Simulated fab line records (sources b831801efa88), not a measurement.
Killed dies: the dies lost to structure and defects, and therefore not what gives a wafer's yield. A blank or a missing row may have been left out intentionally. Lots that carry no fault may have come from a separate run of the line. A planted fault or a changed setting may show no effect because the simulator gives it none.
Which tool did it? :: flow sky130 :: 12 lots with 36 wafers sampled at 2 steps, on a route of 708 steps

## WHAT THE GAUGES READ, wafer by wafer
SKY_LOCAL_INTERCONNECT_THK_MEAS_02: measures by xrf.
lot: L075
measured: day 29 14:29
on: film metro-04
LOCAL_INTERCONNECT_TIN_THK (nm): 99.3 99.0 98.4

lot: L077
measured: day 30 02:04
on: film metro-02
LOCAL_INTERCONNECT_TIN_THK (nm): 101.3 99.5 99.5

lot: L079
measured: day 30 14:46
on: film metro-02
LOCAL_INTERCONNECT_TIN_THK (nm): 101.5 101.5 100.8

lot: L081
measured: day 32 00:12
on: film metro-04
LOCAL_INTERCONNECT_TIN_THK (nm): 98.6 98.5 97.4

lot: L083
measured: day 33 01:23
on: film metro-04
LOCAL_INTERCONNECT_TIN_THK (nm): 99.2 98.9 99.7

lot: L084
measured: day 33 07:43
on: film metro-02
LOCAL_INTERCONNECT_TIN_THK (nm): 99.9 99.1 99.5

lot: L088
measured: day 34 01:37
on: film metro-03
LOCAL_INTERCONNECT_TIN_THK (nm): 98.4 98.9 99.3

lot: L090
measured: day 34 22:25
on: film metro-02
LOCAL_INTERCONNECT_TIN_THK (nm): 101.6 101.2 99.9

lot: L091
measured: day 35 10:02
on: film metro-02
LOCAL_INTERCONNECT_TIN_THK (nm): 98.6 100.5 98.9

lot: L093
measured: day 35 10:57
on: film metro-03
LOCAL_INTERCONNECT_TIN_THK (nm): 99.4 99.5 99.2

lot: L094
measured: day 35 22:55
on: film metro-03
LOCAL_INTERCONNECT_TIN_THK (nm): 97.0 97.4 99.4

lot: L097
measured: day 36 12:10
on: film metro-03
LOCAL_INTERCONNECT_TIN_THK (nm): 101.1 100.9 100.2

## TOOL THAT RAN EACH LOT (tool first, then ch and the chambers of the sampled wafers, then the start)
lot: L075
SKY_LOCAL_INTERCONNECT_SPUTTER_00: pvd sputter-01, day 29 14:17

lot: L077
SKY_LOCAL_INTERCONNECT_SPUTTER_00: pvd sputter-01, day 30 01:53

lot: L079
SKY_LOCAL_INTERCONNECT_SPUTTER_00: pvd sputter-04, day 30 14:35

lot: L081
SKY_LOCAL_INTERCONNECT_SPUTTER_00: pvd sputter-02, day 31 23:59

lot: L083
SKY_LOCAL_INTERCONNECT_SPUTTER_00: pvd sputter-01, day 33 01:11

lot: L084
SKY_LOCAL_INTERCONNECT_SPUTTER_00: pvd sputter-04, day 33 07:31

lot: L088
SKY_LOCAL_INTERCONNECT_SPUTTER_00: pvd sputter-01, day 34 01:24

lot: L090
SKY_LOCAL_INTERCONNECT_SPUTTER_00: pvd sputter-04, day 34 22:14

lot: L091
SKY_LOCAL_INTERCONNECT_SPUTTER_00: pvd sputter-01, day 35 09:50

lot: L093
SKY_LOCAL_INTERCONNECT_SPUTTER_00: pvd sputter-04, day 35 10:46

lot: L094
SKY_LOCAL_INTERCONNECT_SPUTTER_00: pvd sputter-01, day 35 22:43

lot: L097
SKY_LOCAL_INTERCONNECT_SPUTTER_00: pvd sputter-02, day 36 11:59
- SKY_LOCAL_INTERCONNECT_SPUTTER_00: material TiN, target thk 100 nm, time 83.3 s.

## THE ANSWER, worked out from the rows above alone
Rule: the lots themselves supply what counts as usual. Put in order of their means at a reading, lots are off if they are a third of the lots or fewer, leave a main group of 4 or more, and stand apart from it by a gap of 3 or more times the standard deviation of the main group's means; of several such gaps the widest counts. A main group is skipped when, at the precision printed for the reading in the tables above, its means are all equal. Also off: a lot with no number at a reading for which 4 or more lots have one. All remaining lots with rows at the step are treated as sound.
Nothing can be told from this: no lot is off at any reading shown.

## WHAT HAD BEEN PUT IN BY THE SIMULATOR
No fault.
